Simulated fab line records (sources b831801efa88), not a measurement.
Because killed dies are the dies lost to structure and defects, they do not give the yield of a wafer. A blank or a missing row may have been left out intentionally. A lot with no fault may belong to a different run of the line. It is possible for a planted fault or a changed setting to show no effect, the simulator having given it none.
8D (eight disciplines) problem report, filled in by code || flow gf180mcu || the parts of the form that need people (team, actions taken, sign-off) are left out

== 1. WHAT IS WRONG ==
Wafers free of any fault read 850 nm (standard deviation 11) for V3_CVD_02_THK at GF_V3_THK_MEAS_03, against a mean of 1159 nm on 2 wafers of 2 lots. Measured from the usual mean, that is +28 standard deviations.
Earliest sighting: wafer L178.3 on film-metro-02 at day 24 04:53. The record holds 33 wafers of 11 lots with a number at this step. The rule behind "out" and "out of limits": a value lying over 4 standard deviations away from the usual mean. The other wafers with a number count as sound.

== 2. WHAT IT IS, WHAT IT ISN'T ==
{"question": "which readings at this step", "is": "V3_CVD_02_THK", "is not": "-"}
{"question": "which lots", "is": "L178, L181", "is not": "L172, L173, L176, L177, L179, L191, L192, L193, L194"}
{"question": "which wafers of those lots", "is": "L178.3, L181.1", "is not": "L178.2, L178.5, L181.2, L181.6"}
{"question": "read on which gauges", "is": "film-metro-01, film-metro-02", "is not": "film-metro-04"}
{"question": "when", "is": "from day 24 04:53", "is not": "up to then (14 sound wafers); but 17 sound wafers of L179, L181, L191, L192, L193, L194 came after"}

== 3. WHAT RULES OUT EACH SUSPECT ==
Counting: a tool at a process step up to the reading stays a suspect if it ran every lot that is out. Sound lots after the first of them don't rule it out here, since some wafers of a struck lot are sound.
- ruled out: the gauge at GF_V3_THK_MEAS_03. 2 gauges (film-metro-01, film-metro-02) read the wafers that are out.
- cmp-01 at GF_V2_CMP_26 (polishes, stops on SiO2, t overpolish 15 s, target thk 0 nm): kept. It ran every lot that is out, first L178 (day 23 05:59); its last sound lot up to then is L176 (day 22 10:07).
- pecvd-02 at GF_V3_CVD_02 (deposits SiO2 from TEOS, target thk 850 nm, time 94.851 s): kept. It ran every lot that is out, first L178 (day 24 04:48); its last sound lot up to then is L176 (day 23 10:27).
- Within cmp-01 at GF_V2_CMP_26: the wafers that are out ran in chamber 0; their sound lot-mates ran in chambers 1, 3.
- Within pecvd-02 at GF_V3_CVD_02, the wafers that are out were processed in chamber 0 and their sound lot-mates in chamber 2.
Left after counting: cmp-01 at GF_V2_CMP_26, pecvd-02 at GF_V3_CVD_02.

== 4. THE CAUSE (what the simulator had put in) ==
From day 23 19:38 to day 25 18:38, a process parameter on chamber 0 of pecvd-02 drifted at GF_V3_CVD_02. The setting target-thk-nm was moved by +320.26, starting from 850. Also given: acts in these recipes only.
Of the 2 suspects that counting leaves, this tool is one.

== 5. SEQUENCE OF EFFECTS, ordered by route ==
Each row: a reading whose mean over the struck wafers that have a number lies more than 3 standard deviations from the usual. Scope: only readings with a usual standard deviation given in the record; hours: median across lots of the time from each lot's start at the first step in this table that gives one to its start at this step; sigmas: change in usual standard deviations.
{"hours": 0, "step": "GF_V3_THK_MEAS_03", "reading": "V3_CVD_02_THK", "usual": "850 nm", "on struck wafers": 1159, "change": "+309", "sigmas": "+28"}
{"hours": 0, "step": "GF_V3_CMP_04", "reading": "time-to-endpoint-s", "usual": "79 s", "on struck wafers": 193, "change": "+114", "sigmas": "+17"}
The process steps in it:
- GF_V3_CMP_04: polishes SiO2.

== 6. WHAT WOULD HAVE CAUGHT IT SOONER ==
Counted from the fault's start at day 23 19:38, it took 9 hours until the first out-of-limits reading at a measuring or inspecting step in this record, taken at day 24 04:53.
An alarm limit of 4 standard deviations would not have fired on the tool readings at GF_V3_CVD_02 for which the record gives a usual standard deviation, since none of them was out on any struck wafer.
L181, from the lots that are out (2), started GF_V3_CVD_02 on pecvd-02 later than day 24 04:53. Had the tool been put on hold then, it would have been spared.
